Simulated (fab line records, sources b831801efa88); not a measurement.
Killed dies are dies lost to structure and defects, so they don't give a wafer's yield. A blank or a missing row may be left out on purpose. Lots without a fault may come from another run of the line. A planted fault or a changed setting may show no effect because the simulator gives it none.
Chamber matching | flow gf180mcu | GF_STI_CMP_25 on cmp-01: 3 sister chambers
The step polishes, stops on Si3N4, t overpolish 33 s, target thk 524.6 nm. 3 wafers are shown with their chamber, then 6 later ones without.

WAFERS WITH THEIR CHAMBER
wafer  | chamber | motor_current_A (A)
L544.1 | 0       | 10.7
L545.1 | 2       | 12.0
L545.5 | 1       | 12.2

WAFERS WITHOUT THEIR CHAMBER
wafer  | motor_current_A (A)
L546.2 | 11.9
L546.3 | 12.0
L546.5 | 11.9
L553.2 | 11.7
L553.6 | 12.3
L554.3 | 12.0

WHICH CHAMBER EACH WENT THROUGH
wafer  | from the rows above     | in truth
L546.2 | can't be placed: 2 or 1 | 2
L546.3 | can't be placed: 2 or 1 | 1
L546.5 | can't be placed: 2 or 1 | 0
L553.2 | can't be placed: 2 or 1 | 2
L553.6 | can't be placed: 1 or 2 | 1
L554.3 | can't be placed: 2 or 1 | 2
Placed correctly: 0 of 6. Can't be placed from these rows: 6 (the true chamber is among the candidates in 5). Placed wrongly: 0.
How it was worked out, from the rows above alone: a wafer's distance from a chamber is the root of the sum, over the readings, of the square of ((its reading less the chamber's mean) divided by the reading's scatter). The wafer belongs to the nearest chamber; if the next one is less than 2 further off, it can't be placed. A chamber's mean is the mean of its shown wafers. The scatter: with one shown wafer a chamber, the root of the mean of the squares of how far each hidden wafer lies from its nearest shown one.
